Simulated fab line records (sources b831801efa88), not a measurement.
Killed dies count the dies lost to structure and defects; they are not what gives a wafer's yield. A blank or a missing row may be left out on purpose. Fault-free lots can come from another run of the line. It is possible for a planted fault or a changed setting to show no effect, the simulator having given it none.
A sampling plan put to the test / flow sky130 / one fab line, 42 faults that these records tell of, each judged on the records of the lots that it struck
Plan = the line's own looks (route steps where a gauge or an inspection reads the wafer without altering it). Where struck wafers have a number at a look and the file lists that look's usual mean and standard deviation on fault-free wafers, the look can be judged. Caught: 4 or more of those standard deviations (sigma) separate the usual mean from the mean of the struck wafers at a look after the fault's first step. On the tool: the identical test, applied to the tool's own readings at the steps of the fault. Another recipe on the struck wafers, or a record that is blank for them alone, also counts as caught.

== THE FAULTS, as the simulator had put them in ==
1. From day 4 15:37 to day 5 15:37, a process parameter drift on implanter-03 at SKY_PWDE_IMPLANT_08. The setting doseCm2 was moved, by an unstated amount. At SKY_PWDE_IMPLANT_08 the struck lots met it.
2. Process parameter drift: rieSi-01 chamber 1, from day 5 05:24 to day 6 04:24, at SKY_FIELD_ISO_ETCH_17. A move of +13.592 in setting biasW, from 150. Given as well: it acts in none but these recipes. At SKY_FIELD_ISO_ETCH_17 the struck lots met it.
3. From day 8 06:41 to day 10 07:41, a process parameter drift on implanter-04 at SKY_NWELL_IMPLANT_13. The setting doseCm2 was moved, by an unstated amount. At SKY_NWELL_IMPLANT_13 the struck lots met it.
4. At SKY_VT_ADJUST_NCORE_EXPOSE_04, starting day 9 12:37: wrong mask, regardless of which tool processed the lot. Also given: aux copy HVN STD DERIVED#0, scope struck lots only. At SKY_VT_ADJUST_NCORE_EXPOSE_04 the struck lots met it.
5. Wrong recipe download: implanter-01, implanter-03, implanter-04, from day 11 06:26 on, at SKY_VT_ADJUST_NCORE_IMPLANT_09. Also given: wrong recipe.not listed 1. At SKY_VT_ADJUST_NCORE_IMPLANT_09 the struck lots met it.
6. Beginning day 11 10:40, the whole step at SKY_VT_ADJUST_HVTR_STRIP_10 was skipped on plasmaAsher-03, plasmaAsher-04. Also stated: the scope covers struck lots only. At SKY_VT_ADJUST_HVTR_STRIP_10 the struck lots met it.
7. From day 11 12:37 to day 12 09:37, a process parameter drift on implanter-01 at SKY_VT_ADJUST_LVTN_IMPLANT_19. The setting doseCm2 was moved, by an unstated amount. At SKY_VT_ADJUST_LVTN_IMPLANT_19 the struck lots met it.
8. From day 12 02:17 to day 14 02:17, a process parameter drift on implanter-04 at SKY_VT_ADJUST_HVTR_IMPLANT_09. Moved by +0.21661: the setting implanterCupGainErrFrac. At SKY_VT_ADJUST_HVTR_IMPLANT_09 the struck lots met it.
9. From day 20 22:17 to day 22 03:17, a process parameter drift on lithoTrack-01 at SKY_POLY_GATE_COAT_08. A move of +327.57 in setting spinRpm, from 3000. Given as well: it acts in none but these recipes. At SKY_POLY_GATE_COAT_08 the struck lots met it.
10. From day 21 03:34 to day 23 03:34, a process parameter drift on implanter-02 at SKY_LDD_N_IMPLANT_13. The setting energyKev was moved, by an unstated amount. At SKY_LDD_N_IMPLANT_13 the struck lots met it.
11. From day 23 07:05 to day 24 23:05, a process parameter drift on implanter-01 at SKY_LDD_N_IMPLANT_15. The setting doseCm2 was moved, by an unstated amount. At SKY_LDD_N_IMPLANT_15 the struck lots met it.
12. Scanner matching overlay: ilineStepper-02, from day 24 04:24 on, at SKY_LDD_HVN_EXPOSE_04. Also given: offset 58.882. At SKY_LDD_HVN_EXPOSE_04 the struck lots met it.
13. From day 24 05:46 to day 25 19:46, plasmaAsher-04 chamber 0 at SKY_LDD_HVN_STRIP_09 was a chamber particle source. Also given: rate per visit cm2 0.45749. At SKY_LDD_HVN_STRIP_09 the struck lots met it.
14. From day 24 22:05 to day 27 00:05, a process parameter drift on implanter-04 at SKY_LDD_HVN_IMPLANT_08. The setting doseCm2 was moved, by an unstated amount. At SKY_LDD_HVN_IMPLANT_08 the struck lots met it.
15. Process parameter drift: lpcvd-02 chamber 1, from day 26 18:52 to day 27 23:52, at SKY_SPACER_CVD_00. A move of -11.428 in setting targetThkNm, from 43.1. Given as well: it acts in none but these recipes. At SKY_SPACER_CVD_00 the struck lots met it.
16. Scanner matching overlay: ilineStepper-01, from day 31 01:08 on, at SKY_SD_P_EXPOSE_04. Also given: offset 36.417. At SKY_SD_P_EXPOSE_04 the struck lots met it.
17. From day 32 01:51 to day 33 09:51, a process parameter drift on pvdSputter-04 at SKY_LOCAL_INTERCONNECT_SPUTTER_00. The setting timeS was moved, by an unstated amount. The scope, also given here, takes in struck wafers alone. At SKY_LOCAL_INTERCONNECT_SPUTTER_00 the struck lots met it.
18. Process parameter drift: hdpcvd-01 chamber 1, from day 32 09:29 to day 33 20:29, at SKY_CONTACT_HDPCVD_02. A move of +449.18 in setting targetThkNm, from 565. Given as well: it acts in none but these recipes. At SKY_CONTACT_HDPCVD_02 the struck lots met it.
19. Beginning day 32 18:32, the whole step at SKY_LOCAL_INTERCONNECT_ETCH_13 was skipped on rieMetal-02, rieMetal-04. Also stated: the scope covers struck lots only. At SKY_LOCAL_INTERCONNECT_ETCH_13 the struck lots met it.
20. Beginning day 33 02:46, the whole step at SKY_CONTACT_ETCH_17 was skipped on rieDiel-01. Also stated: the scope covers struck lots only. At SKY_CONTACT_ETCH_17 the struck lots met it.
21. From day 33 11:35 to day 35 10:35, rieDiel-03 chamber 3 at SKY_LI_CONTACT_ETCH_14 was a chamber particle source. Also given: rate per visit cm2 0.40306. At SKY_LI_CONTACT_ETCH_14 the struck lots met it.
22. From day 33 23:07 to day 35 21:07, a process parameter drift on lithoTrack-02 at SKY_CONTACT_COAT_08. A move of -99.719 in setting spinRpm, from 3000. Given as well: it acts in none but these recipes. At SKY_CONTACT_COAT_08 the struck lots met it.
23. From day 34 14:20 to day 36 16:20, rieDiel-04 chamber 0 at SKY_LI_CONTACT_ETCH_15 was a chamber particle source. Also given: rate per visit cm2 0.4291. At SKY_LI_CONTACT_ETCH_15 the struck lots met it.
24. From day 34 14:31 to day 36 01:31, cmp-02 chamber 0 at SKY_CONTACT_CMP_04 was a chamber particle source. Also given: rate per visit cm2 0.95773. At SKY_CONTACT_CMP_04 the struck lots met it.
25. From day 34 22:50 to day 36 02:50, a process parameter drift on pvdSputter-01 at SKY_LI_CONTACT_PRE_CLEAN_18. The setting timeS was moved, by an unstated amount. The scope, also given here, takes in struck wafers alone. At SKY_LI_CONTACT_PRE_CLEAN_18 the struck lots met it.
26. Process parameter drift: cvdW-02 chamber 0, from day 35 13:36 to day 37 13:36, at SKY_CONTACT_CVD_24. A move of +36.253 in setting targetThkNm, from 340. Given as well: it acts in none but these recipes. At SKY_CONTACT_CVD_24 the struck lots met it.
27. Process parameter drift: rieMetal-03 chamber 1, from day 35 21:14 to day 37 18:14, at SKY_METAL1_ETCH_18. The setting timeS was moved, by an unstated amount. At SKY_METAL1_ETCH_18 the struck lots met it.
28. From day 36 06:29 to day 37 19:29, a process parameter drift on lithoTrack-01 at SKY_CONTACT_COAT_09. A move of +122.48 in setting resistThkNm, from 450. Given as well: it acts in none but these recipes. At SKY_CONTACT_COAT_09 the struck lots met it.
29. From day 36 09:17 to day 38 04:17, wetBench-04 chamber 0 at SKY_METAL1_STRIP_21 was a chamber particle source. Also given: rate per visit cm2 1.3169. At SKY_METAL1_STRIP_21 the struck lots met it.
30. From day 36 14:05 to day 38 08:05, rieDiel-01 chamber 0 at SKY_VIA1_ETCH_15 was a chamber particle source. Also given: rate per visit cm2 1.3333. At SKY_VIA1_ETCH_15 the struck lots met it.
31. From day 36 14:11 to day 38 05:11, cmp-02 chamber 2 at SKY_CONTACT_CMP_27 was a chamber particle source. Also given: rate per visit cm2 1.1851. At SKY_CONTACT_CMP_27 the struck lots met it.
32. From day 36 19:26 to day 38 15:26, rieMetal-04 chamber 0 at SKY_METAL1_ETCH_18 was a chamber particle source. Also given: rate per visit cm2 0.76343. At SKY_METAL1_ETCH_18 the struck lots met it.
33. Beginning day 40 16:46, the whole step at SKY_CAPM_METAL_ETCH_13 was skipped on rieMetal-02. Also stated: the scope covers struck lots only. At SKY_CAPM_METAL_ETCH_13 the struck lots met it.
34. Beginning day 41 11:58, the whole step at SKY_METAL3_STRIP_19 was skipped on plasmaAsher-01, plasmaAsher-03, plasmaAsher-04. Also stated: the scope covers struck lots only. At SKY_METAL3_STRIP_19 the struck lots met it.
35. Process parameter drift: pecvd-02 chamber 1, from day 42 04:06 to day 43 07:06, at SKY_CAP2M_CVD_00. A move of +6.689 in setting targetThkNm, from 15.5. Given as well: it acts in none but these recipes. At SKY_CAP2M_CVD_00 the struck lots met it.
36. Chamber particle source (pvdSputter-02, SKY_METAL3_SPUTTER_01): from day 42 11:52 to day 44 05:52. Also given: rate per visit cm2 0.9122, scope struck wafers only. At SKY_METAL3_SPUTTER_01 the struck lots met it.
37. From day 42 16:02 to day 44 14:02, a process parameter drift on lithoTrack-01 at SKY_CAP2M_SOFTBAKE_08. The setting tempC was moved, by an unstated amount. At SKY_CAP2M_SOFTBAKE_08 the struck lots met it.
38. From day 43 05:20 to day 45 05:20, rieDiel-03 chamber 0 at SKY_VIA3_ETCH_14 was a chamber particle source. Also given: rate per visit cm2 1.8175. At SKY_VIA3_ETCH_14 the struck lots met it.
39. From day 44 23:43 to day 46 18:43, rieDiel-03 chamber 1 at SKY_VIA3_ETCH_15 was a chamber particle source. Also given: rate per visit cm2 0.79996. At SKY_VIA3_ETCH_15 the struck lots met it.
40. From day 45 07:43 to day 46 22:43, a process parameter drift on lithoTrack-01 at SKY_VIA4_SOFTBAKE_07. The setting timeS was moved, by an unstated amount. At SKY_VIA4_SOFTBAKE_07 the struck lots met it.
41. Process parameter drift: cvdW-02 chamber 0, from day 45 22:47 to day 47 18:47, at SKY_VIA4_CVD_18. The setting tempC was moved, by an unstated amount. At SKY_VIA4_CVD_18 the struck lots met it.
42. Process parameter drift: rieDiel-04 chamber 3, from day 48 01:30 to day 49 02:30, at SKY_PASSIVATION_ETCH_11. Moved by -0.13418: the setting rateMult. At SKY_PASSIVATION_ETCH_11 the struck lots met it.

== WHAT THE PLAN SAW ==
fault=1; on the tool itself=doseIonsCm2 +99 or beyond sigma; first look that catches it=SKY_PWDE_TW_MEAS_10; reading, sigma=PWDE_TW +28; median hours from its first step to that look=0.2; hours from the fault's start to the first struck lot there=8; judged looks passed uncaught=0
fault=2; on the tool itself=biasW +27 sigma; first look that catches it=no look after it can be judged; reading, sigma=-; median hours from its first step to that look=-; hours from the fault's start to the first struck lot there=-; judged looks passed uncaught=0
fault=3; on the tool itself=doseIonsCm2 +99 or beyond sigma; first look that catches it=SKY_NWELL_RS_MEAS_29; reading, sigma=NWELL_RS -9.7; median hours from its first step to that look=21.4; hours from the fault's start to the first struck lot there=21; judged looks passed uncaught=0
fault=4; on the tool itself=no reading that can be judged; first look that catches it=SKY_VT_ADJUST_NCORE_TW_MEAS_11; reading, sigma=VT_ADJUST_NCORE_TW -99 or beyond; median hours from its first step to that look=11.1; hours from the fault's start to the first struck lot there=13; judged looks passed uncaught=0
fault=5; on the tool itself=no reading that can be judged; first look that catches it=SKY_VT_ADJUST_NCORE_TW_MEAS_11; reading, sigma=VT_ADJUST_NCORE_TW +58; median hours from its first step to that look=0.2; hours from the fault's start to the first struck lot there=2; judged looks passed uncaught=0
fault=6; on the tool itself=the tool's record is blank for the struck wafers; first look that catches it=SKY_VT_ADJUST_PCH_TW_MEAS_10; reading, sigma=VT_ADJUST_PCH_TW -99 or beyond; median hours from its first step to that look=25.4; hours from the fault's start to the first struck lot there=29; judged looks passed uncaught=0
fault=7; on the tool itself=doseIonsCm2 -99 or beyond sigma; first look that catches it=SKY_VT_ADJUST_LVTN_TW_MEAS_21; reading, sigma=VT_ADJUST_LVTN_2_TW -12; median hours from its first step to that look=0.2; hours from the fault's start to the first struck lot there=3; judged looks passed uncaught=0
fault=8; on the tool itself=faradayCurrentUA +9.9 sigma; first look that catches it=SKY_VT_ADJUST_HVTR_TW_MEAS_11; reading, sigma=VT_ADJUST_HVTR_TW -12; median hours from its first step to that look=0.2; hours from the fault's start to the first struck lot there=3; judged looks passed uncaught=0
fault=9; on the tool itself=spinSpeedRpm +99 or beyond sigma; first look that catches it=not the one look that can be judged after it; reading, sigma=-; median hours from its first step to that look=-; hours from the fault's start to the first struck lot there=-; judged looks passed uncaught=1
fault=10; on the tool itself=beamEnergyKeV +99 or beyond sigma; first look that catches it=no look after it can be judged; reading, sigma=-; median hours from its first step to that look=-; hours from the fault's start to the first struck lot there=-; judged looks passed uncaught=0
fault=11; on the tool itself=doseIonsCm2 -99 or beyond sigma; first look that catches it=no look after it can be judged; reading, sigma=-; median hours from its first step to that look=-; hours from the fault's start to the first struck lot there=-; judged looks passed uncaught=0
fault=12; on the tool itself=under 2 sigma; first look that catches it=SKY_LDD_HVN_OVL_MEAS_07; reading, sigma=LDD_HVN_OVL +48; median hours from its first step to that look=14.7; hours from the fault's start to the first struck lot there=33; judged looks passed uncaught=0
fault=13; on the tool itself=under 2 sigma; first look that catches it=none of the 2 looks that can be judged after it; reading, sigma=-; median hours from its first step to that look=-; hours from the fault's start to the first struck lot there=-; judged looks passed uncaught=2
fault=14; on the tool itself=doseIonsCm2 +99 or beyond sigma; first look that catches it=SKY_LDD_HVN_TW_MEAS_10; reading, sigma=LDD_HVN_TW +23; median hours from its first step to that look=0.2; hours from the fault's start to the first struck lot there=12; judged looks passed uncaught=0
fault=15; on the tool itself=under 2 sigma; first look that catches it=SKY_SPACER_THK_MEAS_01; reading, sigma=SPACER_CVD_00_THK -27; median hours from its first step to that look=1.2; hours from the fault's start to the first struck lot there=5; judged looks passed uncaught=0
fault=16; on the tool itself=no reading that can be judged; first look that catches it=SKY_SD_P_OVL_MEAS_08; reading, sigma=SD_P_OVL +28; median hours from its first step to that look=13.1; hours from the fault's start to the first struck lot there=21; judged looks passed uncaught=0
fault=17; on the tool itself=under 2 sigma; first look that catches it=SKY_LOCAL_INTERCONNECT_RS_MEAS_01; reading, sigma=LOCAL_INTERCONNECT_TIN_RS +11; median hours from its first step to that look=0.1; hours from the fault's start to the first struck lot there=15; judged looks passed uncaught=0
fault=18; on the tool itself=under 2 sigma; first look that catches it=SKY_CONTACT_THK_MEAS_03; reading, sigma=CONTACT_HDPCVD_THK +78; median hours from its first step to that look=0.1; hours from the fault's start to the first struck lot there=6; judged looks passed uncaught=0
fault=19; on the tool itself=the tool's record is blank for the struck wafers; first look that catches it=no look after it can be judged; reading, sigma=-; median hours from its first step to that look=-; hours from the fault's start to the first struck lot there=-; judged looks passed uncaught=0
fault=20; on the tool itself=the tool's record is blank for the struck wafers; first look that catches it=no look after it can be judged; reading, sigma=-; median hours from its first step to that look=-; hours from the fault's start to the first struck lot there=-; judged looks passed uncaught=0
fault=21; on the tool itself=under 2 sigma; first look that catches it=none of the 2 looks that can be judged after it; reading, sigma=-; median hours from its first step to that look=-; hours from the fault's start to the first struck lot there=-; judged looks passed uncaught=2
fault=22; on the tool itself=spinSpeedRpm -49 sigma; first look that catches it=none of the 2 looks that can be judged after it; reading, sigma=-; median hours from its first step to that look=-; hours from the fault's start to the first struck lot there=-; judged looks passed uncaught=2
fault=23; on the tool itself=under 2 sigma; first look that catches it=no look after it can be judged; reading, sigma=-; median hours from its first step to that look=-; hours from the fault's start to the first struck lot there=-; judged looks passed uncaught=0
fault=24; on the tool itself=under 2 sigma; first look that catches it=not the one look that can be judged after it; reading, sigma=-; median hours from its first step to that look=-; hours from the fault's start to the first struck lot there=-; judged looks passed uncaught=1
fault=25; on the tool itself=no reading that can be judged; first look that catches it=none of the 6 looks that can be judged after it; reading, sigma=strongest: LOCAL_INTERCONNECT_TIN_THK at SKY_LOCAL_INTERCONNECT_THK_MEAS_02, -2.4; median hours from its first step to that look=-; hours from the fault's start to the first struck lot there=-; judged looks passed uncaught=6
fault=26; on the tool itself=under 2 sigma; first look that catches it=SKY_CONTACT_RS_MEAS_25; reading, sigma=CONTACT_W_RS -12; median hours from its first step to that look=0.1; hours from the fault's start to the first struck lot there=13; judged looks passed uncaught=0
fault=27; on the tool itself=runLengthS +12 sigma; first look that catches it=no look after it can be judged; reading, sigma=-; median hours from its first step to that look=-; hours from the fault's start to the first struck lot there=-; judged looks passed uncaught=0
fault=28; on the tool itself=under 2 sigma; first look that catches it=none of the 3 looks that can be judged after it; reading, sigma=strongest: cdNm at SKY_CONTACT_CD_MEAS_14, -3.6; median hours from its first step to that look=-; hours from the fault's start to the first struck lot there=-; judged looks passed uncaught=3
fault=29; on the tool itself=no reading that can be judged; first look that catches it=not the one look that can be judged after it; reading, sigma=-; median hours from its first step to that look=-; hours from the fault's start to the first struck lot there=-; judged looks passed uncaught=1
fault=30; on the tool itself=under 2 sigma; first look that catches it=none of the 6 looks that can be judged after it; reading, sigma=-; median hours from its first step to that look=-; hours from the fault's start to the first struck lot there=-; judged looks passed uncaught=6
fault=31; on the tool itself=under 2 sigma; first look that catches it=not the one look that can be judged after it; reading, sigma=-; median hours from its first step to that look=-; hours from the fault's start to the first struck lot there=-; judged looks passed uncaught=1
fault=32; on the tool itself=under 2 sigma; first look that catches it=not the one look that can be judged after it; reading, sigma=-; median hours from its first step to that look=-; hours from the fault's start to the first struck lot there=-; judged looks passed uncaught=1
fault=33; on the tool itself=the tool's record is blank for the struck wafers; first look that catches it=no look after it can be judged; reading, sigma=-; median hours from its first step to that look=-; hours from the fault's start to the first struck lot there=-; judged looks passed uncaught=0
fault=34; on the tool itself=no reading that can be judged; first look that catches it=no look after it can be judged; reading, sigma=-; median hours from its first step to that look=-; hours from the fault's start to the first struck lot there=-; judged looks passed uncaught=0
fault=35; on the tool itself=under 2 sigma; first look that catches it=SKY_CAP2M_THK_MEAS_01; reading, sigma=CAP2M_CVD_00_THK +28; median hours from its first step to that look=0.0; hours from the fault's start to the first struck lot there=18; judged looks passed uncaught=0
fault=36; on the tool itself=under 2 sigma; first look that catches it=no look after it can be judged; reading, sigma=-; median hours from its first step to that look=-; hours from the fault's start to the first struck lot there=-; judged looks passed uncaught=0
fault=37; on the tool itself=heaterPowerTotalW +99 or beyond sigma; first look that catches it=no look after it can be judged; reading, sigma=-; median hours from its first step to that look=-; hours from the fault's start to the first struck lot there=-; judged looks passed uncaught=0
fault=38; on the tool itself=under 2 sigma; first look that catches it=no look after it can be judged; reading, sigma=-; median hours from its first step to that look=-; hours from the fault's start to the first struck lot there=-; judged looks passed uncaught=0
fault=39; on the tool itself=under 2 sigma; first look that catches it=none of the 2 looks that can be judged after it; reading, sigma=-; median hours from its first step to that look=-; hours from the fault's start to the first struck lot there=-; judged looks passed uncaught=2
fault=40; on the tool itself=runLengthS +98 sigma; first look that catches it=not the one look that can be judged after it; reading, sigma=-; median hours from its first step to that look=-; hours from the fault's start to the first struck lot there=-; judged looks passed uncaught=1
fault=41; on the tool itself=susceptorTempC -11 sigma; first look that catches it=not the one look that can be judged after it; reading, sigma=strongest: VIA4_W_RS at SKY_VIA4_RS_MEAS_19, +2.6; median hours from its first step to that look=-; hours from the fault's start to the first struck lot there=-; judged looks passed uncaught=1
fault=42; on the tool itself=oesProductAu -8.5 sigma; first look that catches it=no look after it can be judged; reading, sigma=-; median hours from its first step to that look=-; hours from the fault's start to the first struck lot there=-; judged looks passed uncaught=0
A dash: this means the fault isn't caught or the number doesn't appear in these records.

Caught at a look: 15 of 42. Caught on the tool: 19 of 42. By one or the other: 28 of 42.
On the tool alone, faults 2, 9, 10, 11, 19, 20, 22, 27, 33, 37, 40, 41, 42 were caught.
Caught at a look alone: faults 4, 5, 12, 15, 16, 17, 18, 26, 35.
Caught by neither: faults 13, 21, 23, 24, 25, 28, 29, 30, 31, 32, 34, 36, 38, 39.

== THINNER SAMPLING ==
If the look that catches a fault measured only every second or every third lot, by lot number, the first struck lot would be measured this late in the worst case:
fault=1; struck lots at that look, in order of time=L410, L413; every lot=8 h; every second lot=23 h; every third lot=may miss all 2
fault=3; struck lots at that look, in order of time=L259, L261, L265; every lot=21 h; every second lot=may miss all 3; every third lot=may miss all 3
fault=4; struck lots at that look, in order of time=L691; every lot=13 h; every second lot=may miss it; every third lot=may miss it
fault=5; struck lots at that look, in order of time=L417, L418, L419, L420; every lot=2 h; every second lot=13 h; every third lot=29 h
fault=6; struck lots at that look, in order of time=L228, L229; every lot=29 h; every second lot=38 h; every third lot=may miss all 2
fault=7; struck lots at that look, in order of time=L427, L429; every lot=3 h; every second lot=may miss all 2; every third lot=may miss all 2
fault=8; struck lots at that look, in order of time=L544, L550; every lot=3 h; every second lot=may miss all 2; every third lot=may miss all 2
fault=12; struck lots at that look, in order of time=L403, L404, L406; every lot=33 h; every second lot=45 h; every third lot=may miss all 3
fault=14; struck lots at that look, in order of time=L951, L952; every lot=12 h; every second lot=16 h; every third lot=may miss all 2
fault=15; struck lots at that look, in order of time=L284; every lot=5 h; every second lot=may miss it; every third lot=may miss it
fault=16; struck lots at that look, in order of time=L793, L794, L796; every lot=21 h; every second lot=22 h; every third lot=may miss all 3
fault=17; struck lots at that look, in order of time=L202, L203; every lot=15 h; every second lot=24 h; every third lot=may miss all 2
fault=18; struck lots at that look, in order of time=L670, L672; every lot=6 h; every second lot=may miss all 2; every third lot=may miss all 2
fault=26; struck lots at that look, in order of time=L135, L137; every lot=13 h; every second lot=may miss all 2; every third lot=may miss all 2
fault=35; struck lots at that look, in order of time=L937; every lot=18 h; every second lot=may miss it; every third lot=may miss it
Hours: fault start to first struck lot measured. The limit of 4 sigma was tested on all struck wafers together, so one lot alone may lie under it. Other struck lots may not be in these records.

== THE LONGEST TIMED WAY FROM STEP TO LOOK ==
For fault 6, SKY_VT_ADJUST_HVTR_STRIP_10 and SKY_VT_ADJUST_PCH_TW_MEAS_10 are separated by a median of 25.4 hours. No look between them can be judged.
